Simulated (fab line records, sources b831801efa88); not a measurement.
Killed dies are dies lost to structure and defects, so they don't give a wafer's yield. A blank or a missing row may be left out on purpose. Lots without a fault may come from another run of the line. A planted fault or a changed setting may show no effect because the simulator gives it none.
fab line records | flow gf180mcu
record lots=5 wafers=23
route steps=602 shown M2@371 V2@382 M3@421 V3@431 M4@460 V4@480
start_h: hours from the record's first day to the start of the lot's first wafer shown | wait_h: hours since the lot's step before | " the same as in the row above | L1.1+2: a row that stands for several wafers | - no value, or no start given | * or withheld: withheld | < > ~ a bound
route shown NAME@n: a module of which the file shows steps, and the number in the route of the first | usual: mean/standard deviation of fault-free wafers | same: alike in all rows | chamber/n: place in a boat | sites: the reading at each site | _std_site: their standard deviation | _edge_site: outer sites' mean less inner sites' | radius_mm: how far each site lies from the wafer's centre | mask NAME#n: copy n | behind: the tool/chamber that last shaped the wafer | hold: why the lot was held/for how many hours/how that ended | device: the transistor (n, p or np) that didn't switch | end of line: the same wafers' tests at the end of the route | a step without rows: its recipe alone | killed: dies lost to structure and defects at the first sort, not the wafer's yield | map: a wafer's dies, x killed, . not, _ none there
set.NAME: the setting as run; set.NAME@STEP: as run at that earlier step | model.NAME: the simulator's own value behind a step, which no gauge read
lots whose settings were changed on purpose; a table a step, a row a wafer
## steps
# step GF_M2_COAT_09
# recipe resist=KrF spin_rpm=withheld resist_thk_nm=1000
# columns lot.wafer tool chamber start_h wait_h set.resist_thk_nm model.KrF_of_M2_COAT_09.thk_nm
L074.1 litho_track-02 0 410.63 0.1 1000 998.5
L074.2 " 0 " " 1000 999.1
L074.3 " 0 " " 1042 1039
L074.5 " 0 " " 1000 996.9
L074.6 " 0 " " 1042 1040
L075.1+3 litho_track-02 0 423.23 0.1 1000 1000
L075.2 " 0 " " 960.3 962.5
L075.5 " 0 " " 960.3 962
L075.6 " 0 " " 960.3 961.3
L076.1 litho_track-03 0 432.41 0.1 1019 1018
L076.3 " 0 " " 1000 1000
L076.4 " 0 " " 1000 996.4
L076.5 " 0 " " 1000 1001
L076.6 " 0 " " 1019 1017
L081.1+4 litho_track-02 0 509.38 0.1 971.4 969.3
L081.2 " 0 " " 1000 996.1
L081.3 " 0 " " 1000 998.6
L081.6 " 0 " " 971.4 967.1
L084.1 litho_track-01 0 523.92 0.1 1000 1000
L084.3+4 " 0 " " 1000 998.3
# step GF_M2_PEB_12
# recipe peb_temp_c=135 peb_time_s=90 resist=KrF
# columns lot.wafer tool chamber start_h wait_h set.peb_temp_c
L074.1+2+3+5+6 litho_track-01 0 - - 135
L075.1+2+3+5+6 litho_track-03 0 - - 135
L076.1+3+4 litho_track-02 0 - - 135
L076.5+6 " 0 " " 132
L081.1+4 litho_track-01 0 - - 135
L081.2+3+6 " 0 " " 132.3
L084.1+3+4 litho_track-02 0 - - 135
# step GF_M2_DEVELOP_13
# recipe develop_time_s=60 dev_temp_c=21
# step GF_M2_CD_MEAS_14
# recipe target_cd_nm=280
# usual cd_nm=280.7/1
# columns lot.wafer tool chamber start_h wait_h set.peb_temp_c@M2_PEB_12 cd_nm
L074.1 cd_sem-01 - 422.32 0.1 135 280.3
L074.2 " - " " 135 280.1
L074.3 " - " " 135 282.3
L074.5 " - " " 135 279.5
L074.6 " - " " 135 281.2
L075.1 cd_sem-01 - 435.56 0.1 135 279.9
L075.2 " - " " 135 279.2
L075.3 " - " " 135 280.4
L075.5 " - " " 135 278.6
L075.6 " - " " 135 277.8
L076.1 cd_sem-01 - 444.48 0.1 135 280.2
L076.3 " - " " 135 279.7
L076.4 " - " " 135 278.7
L076.5 " - " " 132 288.8
L076.6 " - " " 132 289.5
L081.1 cd_sem-02 - 521.27 0.1 135 280.0
L081.2 " - " " 132.3 290.0
L081.3 " - " " 132.3 288.5
L081.4 " - " " 135 280.1
L081.6 " - " " 132.3 287.8
L084.1 cd_sem-01 - 535.53 0.1 135 281.6
L084.3 " - " " 135 281.5
L084.4 " - " " 135 281.6
# step GF_M2_METAL_ETCH_16
# recipe chemistry=Cl2/BCl3 mask_material=KrF target_depth_nm=627.5 stop_on=SiO2 pressure_mtorr=8 icp_w=800 bias_w=140 Cl2_flow_sccm=80 bcl3_flow_sccm=40 time_s=104.6
# step GF_M2_STRIP_17
# recipe chemistry=O2/N2 power_w=1400 pressure_mtorr=1500 platen_temp_c=250 o2_flow_sccm=3000 n2_flow_sccm=300 overash_fraction=0.5
# usual oes_product_au=0.558/0.0046 strip_time_to_endpoint_s=7.87/0.041
# columns lot.wafer tool chamber start_h wait_h set.resist_thk_nm@M2_COAT_09 oes_product_au strip_time_to_endpoint_s
L074.1 plasma_asher-04 1 422.58 0.1 1000 0.553 7.82
L074.2 " 0 " " 1000 0.557 7.88
L074.3 " 0 " " 1042 0.579 8.25
L074.5 " 1 " " 1000 0.559 7.84
L074.6 " 0 " " 1042 0.569 8.23
L075.1 plasma_asher-04 1 435.83 0.1 1000 0.548 7.89
L075.2 " 0 " " 960.3 0.531 7.49
L075.3 " 1 " " 1000 0.562 7.86
L075.5 " 0 " " 960.3 0.540 7.50
L075.6 " 1 " " 960.3 0.543 7.47
L076.1 plasma_asher-04 1 444.75 0.1 1019 0.568 8.06
L076.3 " 1 " " 1000 0.565 7.88
L076.4 " 0 " " 1000 0.557 7.84
L076.5 " 0 " " 1000 0.557 7.88
L076.6 " 1 " " 1019 0.564 8.04
L081.1 plasma_asher-01 1 521.53 0.1 971.4 0.543 7.56
L081.2 " 0 " " 1000 0.556 7.81
L081.3 " 1 " " 1000 0.560 7.86
L081.4 " 0 " " 971.4 0.540 7.55
L081.6 " 0 " " 971.4 0.539 7.53
L084.1 plasma_asher-03 1 535.91 0.2 1000 0.558 7.81
L084.3 " 0 " " 1000 0.554 7.83
L084.4 " 1 " " 1000 0.561 7.82
# step GF_V2_CVD_00
# recipe material=SiO2 target_thk_nm=600 sigma_open_frac=0.3 temp_c=400 time_s=100 sih4_flow_sccm=60 pressure_mtorr=6
# columns lot.wafer tool chamber start_h wait_h set.sih4_flow_sccm model.SiO2_of_V2_CVD_00.thk_nm
L074.1 hdpcvd-02 2 423.15 0.0 64.19 641.1
L074.2 " 1 " " 60 603.7
L074.3 " 0 " " 60 602.3
L074.5 " 0 " " 60 593.5
L074.6 " 1 " " 64.19 642.7
L075.1 hdpcvd-02 0 436.39 0.0 60 590.1
L075.2 " 2 " " 60 590
L075.3 " 1 " " 63.28 629.8
L075.5 " 1 " " 63.28 626.4
L075.6 " 2 " " 60 596.1
L076.1 hdpcvd-01 0 445.29 0.0 60 601
L076.3 " 2 " " 63.12 622.3
L076.4 " 1 " " 60 600
L076.5 " 2 " " 63.12 629.6
L076.6 " 0 " " 60 602
L081.1 hdpcvd-02 1 522.07 0.0 55.55 560.5
L081.2 " 2 " " 55.55 551.9
L081.3 " 0 " " 60 595.7
L081.4 " 2 " " 55.55 551
L081.6 " 0 " " 60 601.1
L084.1 hdpcvd-01 0 536.45 0.0 60 603.3
L084.3 " 2 " " 60 595
L084.4 " 1 " " 60 608.2
# step GF_V2_THK_MEAS_01
# recipe reads=SiO2_of_V2_CVD_00
# usual V2_CVD_00_THK=598/7
# columns lot.wafer tool chamber start_h wait_h set.sih4_flow_sccm@V2_CVD_00 V2_CVD_00_THK[nm]
L074.1 film_metro-03 - 423.22 0.0 64.19 642
L074.2 " - " " 60 604
L074.3 " - " " 60 602
L074.5 " - " " 60 593
L074.6 " - " " 64.19 643
L075.1 film_metro-03 - 436.46 0.0 60 590
L075.2 " - " " 60 590
L075.3 " - " " 63.28 630
L075.5 " - " " 63.28 626
L075.6 " - " " 60 596
L076.1 film_metro-03 - 445.36 0.0 60 601
L076.3 " - " " 63.12 622
L076.4 " - " " 60 600
L076.5 " - " " 63.12 630
L076.6 " - " " 60 602
L081.1 film_metro-04 - 522.14 0.0 55.55 561
L081.2 " - " " 55.55 552
L081.3 " - " " 60 596
L081.4 " - " " 55.55 551
L081.6 " - " " 60 602
L084.1 film_metro-03 - 536.52 0.0 60 603
L084.3 " - " " 60 595
L084.4 " - " " 60 608
# step GF_V2_COAT_09
# recipe resist=KrF spin_rpm=withheld resist_thk_nm=1000
# columns lot.wafer tool chamber start_h wait_h set.resist_thk_nm model.KrF_of_V2_COAT_09.thk_nm
L074.1 litho_track-04 0 - - 1000 1000
L074.2 " 0 " " 1000 997.3
L074.3 " 0 " " 1000 999.9
L074.5 " 0 " " 1000 997.1
L074.6 " 0 " " 1000 997.2
L075.1 litho_track-01 0 - - 1000 999.1
L075.2 " 0 " " 1000 999.7
L075.3 " 0 " " 1018 1012
L075.5+6 " 0 " " 1018 1016
L076.1 litho_track-03 0 - - 1000 1003
L076.3 " 0 " " 1000 1000
L076.4 " 0 " " 979.8 981.9
L076.5 " 0 " " 979.8 980.6
L076.6 " 0 " " 979.8 980.1
L081.1 litho_track-04 0 - - 1000 998.3
L081.2 " 0 " " 1000 994
L081.3 " 0 " " 1000 997.4
L081.4 " 0 " " 1000 1000
L081.6 " 0 " " 1000 998.9
L084.1 litho_track-01 0 - - 1000 992.8
L084.3 " 0 " " 1000 998.1
L084.4 " 0 " " 1000 995.4
# step GF_V2_SPUTTER_22
# recipe material=TiN target_thk_nm=10 chamber_pressure_pa=5 power_w=4000 time_s=40
# columns lot.wafer tool chamber start_h wait_h set.chamber_pressure_pa model.TiN_of_V2_SPUTTER_22.thk_nm
L074.1 pvd_sputter-04 - 448.95 0.0 5.428 9.302
L074.2 " - " " 5.428 9.274
L074.3 " - " " 5.428 9.294
L074.5 " - " " 5.428 9.43
L074.6 " - " " 5.428 9.279
L075.1 pvd_sputter-01 - 462.34 0.0 4.428 11.18
L075.2+3 " - " " 4.428 11.01
L075.5 " - " " 4.428 10.98
L075.6 " - " " 4.428 11.05
L076.1 pvd_sputter-04 - 471.29 0.0 4.271 11.54
L076.3 " - " " 4.271 11.56
L076.4 " - " " 4.271 11.59
L076.5 " - " " 4.271 11.58
L076.6 " - " " 4.271 11.5
L081.1 pvd_sputter-04 - 547.19 0.0 5 9.808
L081.2 " - " " 5 9.777
L081.3 " - " " 5 9.82
L081.4 " - " " 5 9.836
L081.6 " - " " 5 9.967
L084.1 pvd_sputter-01 - 560.24 0.0 5 10.01
L084.3 " - " " 5 9.93
L084.4 " - " " 5 9.833
# step GF_M3_PEB_12
# recipe peb_temp_c=135 peb_time_s=90 resist=KrF
# columns lot.wafer tool chamber start_h wait_h set.peb_temp_c
L074.1+3 litho_track-03 0 - - 135
L074.2+5+6 " 0 " " 137.3
L075.1+2+3+5+6 litho_track-02 0 - - 135
L076.1+5 litho_track-04 0 - - 135
L076.3+4+6 " 0 " " 132.9
L081.1+3 litho_track-02 0 - - 135
L081.2+4+6 " 0 " " 131.1
L084.1+3+4 litho_track-04 0 - - 135
# step GF_M3_DEVELOP_13
# recipe develop_time_s=60 dev_temp_c=21
# step GF_M3_CD_MEAS_14
# recipe target_cd_nm=280
# usual cd_nm=280.0/1.2
# columns lot.wafer tool chamber start_h wait_h set.peb_temp_c@M3_PEB_12 cd_nm
L074.1 cd_sem-01 - 473.91 0.1 135 279.8
L074.2 " - " " 137.3 275.1
L074.3 " - " " 135 280.2
L074.5 " - " " 137.3 274.5
L074.6 " - " " 137.3 275.0
L075.1 cd_sem-01 - 486.73 0.1 135 280.5
L075.2 " - " " 135 280.8
L075.3 " - " " 135 279.2
L075.5 " - " " 135 280.5
L075.6 " - " " 135 281.6
L076.1 cd_sem-01 - 496.44 0.1 135 279.1
L076.3 " - " " 132.9 286.1
L076.4 " - " " 132.9 285.4
L076.5 " - " " 135 280.2
L076.6 " - " " 132.9 287.0
L081.1 cd_sem-01 - 569.88 0.1 135 279.2
L081.2 " - " " 131.1 291.8
L081.3 " - " " 135 279.5
L081.4 " - " " 131.1 292.9
L081.6 " - " " 131.1 292.4
L084.1 cd_sem-02 - 582.54 0.1 135 281.8
L084.3 " - " " 135 280.5
L084.4 " - " " 135 281.8
# step GF_V3_CVD_02
# recipe material=SiO2 target_thk_nm=850 precursor=TEOS temp_c=400 time_s=94.851 rf_w=600
# columns lot.wafer tool chamber start_h wait_h set.time_s model.SiO2_of_V3_CVD_02.thk_nm
L074.1 pecvd-03 0 474.84 0.1 98.91 887.1
L074.2 " 2 " " 98.91 876.9
L074.3 " 1 " " 98.91 891.3
L074.5 " 1 " " 94.851 867.7
L074.6 " 0 " " 94.851 871.5
L075.1 pecvd-03 2 487.68 0.1 94.851 819.6
L075.2 " 1 " " 90.42 810.5
L075.3 " 0 " " 90.42 808.9
L075.5 " 1 " " 90.42 820.7
L075.6 " 0 " " 94.851 853.9
L076.1 pecvd-02 0 497.40 0.1 94.851 843.8
L076.3 " 1 " " 94.851 847.7
L076.4 " 2 " " 101.9 926.3
L076.5 " 1 " " 101.9 925.6
L076.6 " 0 " " 94.851 851.7
L081.1 pecvd-03 1 570.88 0.1 94.851 845
L081.2 " 0 " " 94.851 863.1
L081.3 " 2 " " 90.53 802.9
L081.4 " 0 " " 90.53 833.1
L081.6 " 1 " " 94.851 861.8
L084.1 pecvd-03 0 583.51 0.1 94.851 863.6
L084.3 " 2 " " 94.851 835.6
L084.4 " 1 " " 94.851 855.1
# step GF_V3_THK_MEAS_03
# recipe reads=SiO2_of_V3_CVD_02
# usual V3_CVD_02_THK=854/12
# columns lot.wafer tool chamber start_h wait_h set.time_s@V3_CVD_02 V3_CVD_02_THK[nm]
L074.1 film_metro-02 - 474.91 0.0 98.91 887
L074.2 " - " " 98.91 877
L074.3 " - " " 98.91 892
L074.5 " - " " 94.851 868
L074.6 " - " " 94.851 872
L075.1 film_metro-01 - 487.75 0.0 94.851 820
L075.2 " - " " 90.42 810
L075.3 " - " " 90.42 808
L075.5 " - " " 90.42 820
L075.6 " - " " 94.851 853
L076.1 film_metro-02 - 497.47 0.0 94.851 844
L076.3 " - " " 94.851 847
L076.4 " - " " 101.9 925
L076.5 " - " " 101.9 926
L076.6 " - " " 94.851 851
L081.1 film_metro-01 - 570.95 0.0 94.851 846
L081.2 " - " " 94.851 863
L081.3 " - " " 90.53 804
L081.4 " - " " 90.53 834
L081.6 " - " " 94.851 861
L084.1 film_metro-03 - 583.58 0.0 94.851 863
L084.3 " - " " 94.851 836
L084.4 " - " " 94.851 856
# step GF_V3_PEB_12
# recipe peb_temp_c=135 peb_time_s=90 resist=KrF
# columns lot.wafer tool chamber start_h wait_h set.peb_time_s
L074.1+3+5 litho_track-02 0 - - 76.67
L074.2+6 " 0 " " 90
L075.1+2+3+5+6 litho_track-04 0 - - 90
L076.1+4 litho_track-01 0 - - 76.91
L076.3+5+6 " 0 " " 90
L081.1+2+3+4+6 litho_track-01 0 - - 90
L084.1+3+4 litho_track-04 0 - - 90
# step GF_V3_DEVELOP_13
# recipe develop_time_s=60 resist=KrF dev_temp_c=21
# step GF_V3_CD_MEAS_14
# recipe target_cd_nm=260
# usual cd_nm=259.7/1.1
# columns lot.wafer tool chamber start_h wait_h set.peb_time_s@V3_PEB_12 cd_nm
L074.1 cd_sem-01 - 499.23 0.1 76.67 256.0
L074.2 " - " " 90 260.2
L074.3 " - " " 76.67 255.9
L074.5 " - " " 76.67 255.5
L074.6 " - " " 90 258.5
L075.1 cd_sem-02 - 511.79 0.1 90 259.8
L075.2 " - " " 90 260.3
L075.3 " - " " 90 260.5
L075.5 " - " " 90 260.4
L075.6 " - " " 90 260.1
L076.1 cd_sem-01 - 521.92 0.1 76.91 254.8
L076.3 " - " " 90 258.0
L076.4 " - " " 76.91 255.6
L076.5 " - " " 90 259.2
L076.6 " - " " 90 258.8
L081.1 cd_sem-01 - 592.46 0.1 90 260.7
L081.2 " - " " 90 261.1
L081.3 " - " " 90 260.0
L081.4 " - " " 90 259.3
L081.6 " - " " 90 261.4
L084.1 cd_sem-02 - 604.73 0.1 90 260.2
L084.3 " - " " 90 261.2
L084.4 " - " " 90 262.6
# step GF_V3_CVD_23
# recipe material=W target_thk_nm=350 time_s=104.9 temp_c=400 pressure_torr=40
# columns lot.wafer tool chamber start_h wait_h set.temp_c model.W_of_V3_CVD_23.thk_nm
L074.1 cvd_w-01 0 500.16 0.0 400 357.4
L074.2 " 1 " " 395.4 321.3
L074.3 " 0 " " 395.4 323.9
L074.5 " 0 " " 395.4 323.7
L074.6 " 1 " " 400 351.6
L075.1 cvd_w-01 0 512.74 0.0 400 347.6
L075.2 " 1 " " 411.2 423.7
L075.3 " 1 " " 411.2 422.4
L075.5 " 0 " " 400 349.5
L075.6 " 1 " " 411.2 421.5
L076.1 cvd_w-01 0 522.83 0.0 400 351.2
L076.3 " 0 " " 400 354.5
L076.4 " 1 " " 400 349.4
L076.5 " 0 " " 400 354.9
L076.6 " 1 " " 400 350.2
L081.1 cvd_w-01 1 593.45 0.0 400 350.8
L081.2 " 0 " " 410.2 421.6
L081.3 " 1 " " 400 348.4
L081.4 " 0 " " 410.2 419.6
L081.6 " 0 " " 400 353.8
L084.1 cvd_w-02 1 605.66 0.0 400 350.2
L084.3 " 1 " " 400 345.3
L084.4 " 0 " " 400 357.3
# step GF_V3_RS_MEAS_24
# recipe thk_meas_gauge=four-point-probe reads=W_of_V3_CVD_23+TiN_of_V3_SPUTTER_22+Ti_of_V3_SPUTTER_21
# usual V3_W_RS=0.326/0.0046
# columns lot.wafer tool chamber start_h wait_h set.temp_c@V3_CVD_23 V3_W_RS[ohm/sq]
L074.1 film_metro-02 - 500.27 0.1 400 0.321
L074.2 " - " " 395.4 0.357
L074.3 " - " " 395.4 0.355
L074.5 " - " " 395.4 0.354
L074.6 " - " " 400 0.326
L075.1 film_metro-02 - 512.86 0.1 400 0.331
L075.2 " - " " 411.2 0.271
L075.3 " - " " 411.2 0.272
L075.5 " - " " 400 0.328
L075.6 " - " " 411.2 0.272
L076.1 film_metro-02 - 522.95 0.1 400 0.327
L076.3 " - " " 400 0.324
L076.4 " - " " 400 0.328
L076.5 " - " " 400 0.323
L076.6 " - " " 400 0.327
L081.1 film_metro-01 - 593.56 0.1 400 0.327
L081.2 " - " " 410.2 0.272
L081.3 " - " " 400 0.329
L081.4 " - " " 410.2 0.273
L081.6 " - " " 400 0.324
L084.1 film_metro-03 - 605.77 0.1 400 0.327
L084.3 " - " " 400 0.332
L084.4 " - " " 400 0.320
# step GF_V3_THK_MEAS_25
# recipe thk_meas_gauge=xrf reads=W_of_V3_CVD_23
# usual V3_W_THK=346/5.2
# columns lot.wafer tool chamber start_h wait_h set.temp_c@V3_CVD_23 V3_W_THK[nm]
L074.1 film_metro-02 - 500.39 0.1 400 349
L074.2 " - " " 395.4 315
L074.3 " - " " 395.4 317
L074.5 " - " " 395.4 316
L074.6 " - " " 400 343
L075.1 film_metro-02 - 512.98 0.1 400 341
L075.2 " - " " 411.2 415
L075.3 " - " " 411.2 415
L075.5 " - " " 400 344
L075.6 " - " " 411.2 413
L076.1 film_metro-02 - 523.07 0.1 400 346
L076.3 " - " " 400 350
L076.4 " - " " 400 343
L076.5 " - " " 400 348
L076.6 " - " " 400 344
L081.1 film_metro-01 - 593.68 0.1 400 346
L081.2 " - " " 410.2 417
L081.3 " - " " 400 344
L081.4 " - " " 410.2 416
L081.6 " - " " 400 351
L084.1 film_metro-03 - 605.89 0.1 400 342
L084.3 " - " " 400 338
L084.4 " - " " 400 350
# step GF_M4_SPUTTER_04
# recipe material=TiN target_thk_nm=50 power_w=6500 time_s=41.7 chamber_pressure_pa=0.4
# columns lot.wafer tool chamber start_h wait_h set.time_s model.TiN_of_M4_SPUTTER_04.thk_nm
L074.1 pvd_sputter-04 - 500.93 0.0 41.7 50.51
L074.2+5 " - " " 41.7 50.91
L074.3 " - " " 41.7 51.31
L074.6 " - " " 41.7 50.56
L075.1 pvd_sputter-01 - 513.52 0.0 41.7 49.57
L075.2 " - " " 41.7 48.57
L075.3 " - " " 36.39 42.81
L075.5 " - " " 36.39 42.82
L075.6 " - " " 41.7 49.8
L076.1 pvd_sputter-04 - 523.61 0.0 47.08 56.3
L076.3 " - " " 47.08 56.92
L076.4 " - " " 47.08 57.03
L076.5 " - " " 41.7 50.29
L076.6 " - " " 41.7 50.33
L081.1 pvd_sputter-04 - 594.22 0.0 38.06 46.86
L081.2 " - " " 38.06 46.56
L081.3 " - " " 41.7 50.67
L081.4 " - " " 41.7 50.66
L081.6 " - " " 41.7 50.73
L084.1 pvd_sputter-04 - 606.43 0.0 41.7 50.66
L084.3 " - " " 41.7 50.55
L084.4 " - " " 41.7 50.8
# step GF_V4_CMP_04
# recipe material=SiO2 down_force_psi=4 platen_rpm=60 pad_velocity_m_s=0.94248
# columns lot.wafer tool chamber start_h wait_h set.leave_above_ref_nm model.SiO2_of_V4_CVD_02.thk_nm
L074.1 cmp-01 1 525.53 0.1 632.5 631.4
L074.3 " 2 " " 632.5 632.3
L074.2 " 0 " " 667.3 667.4
L074.5 " 1 " " 667.3 665.9
L074.6 " 2 " " 632.5 632.2
L075.2 cmp-01 1 537.69 0.0 671.3 670.9
L075.3 " 2 " " 671.3 672.2
L075.1 " 0 " " 671.3 672
L075.5 " 1 " " 632.5 631.4
L075.6 " 2 " " 632.5 632.7
L076.1 cmp-02 3 548.18 0.1 632.5 631.9
L076.3 " 0 " " 632.5 632.6
L076.4 " 1 " " 600.6 601.4
L076.5 " 3 " " 632.5 634.1
L076.6 " 0 " " 600.6 600.7
L081.2 cmp-02 1 616.18 0.0 632.5 631.9
L081.3 " 2 " " 605.6 604.3
L081.4 " 3 " " 632.5 632.2
L081.1 " 0 " " 605.6 605.4
L081.6 " 1 " " 632.5 633.5
L084.1 cmp-02 1 628.16 0.1 632.5 633.1
L084.3 " 2 " " 632.5 631.9
L084.4 " 0 " " 632.5 630.7
## key
split step=GF_M2_COAT_09 setting=resist_thk_nm stated=1000 by=wafer
response step=GF_M2_COAT_09 reading=model.KrF_of_M2_COAT_09.thk_nm change=+9.86 per=1% r=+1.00
response step=GF_M2_STRIP_17 reading=oes_product_au change=+0.00449 per=1% r=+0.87
response step=GF_M2_STRIP_17 reading=strip_time_to_endpoint_s change=* per=1% r=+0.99
split step=GF_M2_PEB_12 setting=peb_temp_c stated=135 by=wafer
response step=GF_M2_CD_MEAS_14 reading=cd_nm change=-4.34 per=1% r=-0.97
split step=GF_V2_CVD_00 setting=sih4_flow_sccm stated=60 by=wafer
response step=GF_V2_CVD_00 reading=model.SiO2_of_V2_CVD_00.thk_nm change=+5.89 per=1% r=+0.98
response step=GF_V2_THK_MEAS_01 reading=V2_CVD_00_THK change=+5.93 per=1% r=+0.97
split step=GF_V2_COAT_09 setting=resist_thk_nm stated=1000 by=wafer
response step=GF_V2_COAT_09 reading=model.KrF_of_V2_COAT_09.thk_nm change=+9.41 per=1% r=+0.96
split step=GF_V2_SPUTTER_22 setting=chamber_pressure_pa stated=5 by=lot
response step=GF_V2_SPUTTER_22 reading=model.TiN_of_V2_SPUTTER_22.thk_nm change=-0.097 per=1% r=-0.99
split step=GF_M3_PEB_12 setting=peb_temp_c stated=135 by=wafer
response step=GF_M3_CD_MEAS_14 reading=cd_nm change=-4.14 per=1% r=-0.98
split step=GF_V3_CVD_02 setting=time_s stated=94.851 by=wafer
response step=GF_V3_CVD_02 reading=model.SiO2_of_V3_CVD_02.thk_nm change=+8.03 per=1% r=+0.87
response step=GF_V3_THK_MEAS_03 reading=V3_CVD_02_THK change=+8.03 per=1% r=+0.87
split step=GF_V3_PEB_12 setting=peb_time_s stated=90 by=wafer
response step=GF_V3_CD_MEAS_14 reading=cd_nm change=+0.238 per=1% r=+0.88
split step=GF_V3_CVD_23 setting=temp_c stated=400 by=wafer
response step=GF_V3_CVD_23 reading=model.W_of_V3_CVD_23.thk_nm change=+26.9 per=1% r=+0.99
response step=GF_V3_RS_MEAS_24 reading=V3_W_RS change=-0.0216 per=1% r=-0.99
response step=GF_V3_THK_MEAS_25 reading=V3_W_THK change=+26.4 per=1% r=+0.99
split step=GF_M4_SPUTTER_04 setting=time_s stated=41.7 by=wafer
response step=GF_M4_SPUTTER_04 reading=model.TiN_of_M4_SPUTTER_04.thk_nm change=+0.496 per=1% r=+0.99
split step=GF_V4_CMP_04 setting=leave_above_ref_nm stated=632.5 by=wafer
response step=GF_V4_CMP_04 reading=model.SiO2_of_V4_CVD_02.thk_nm change=+6.4 per=1% r=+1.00
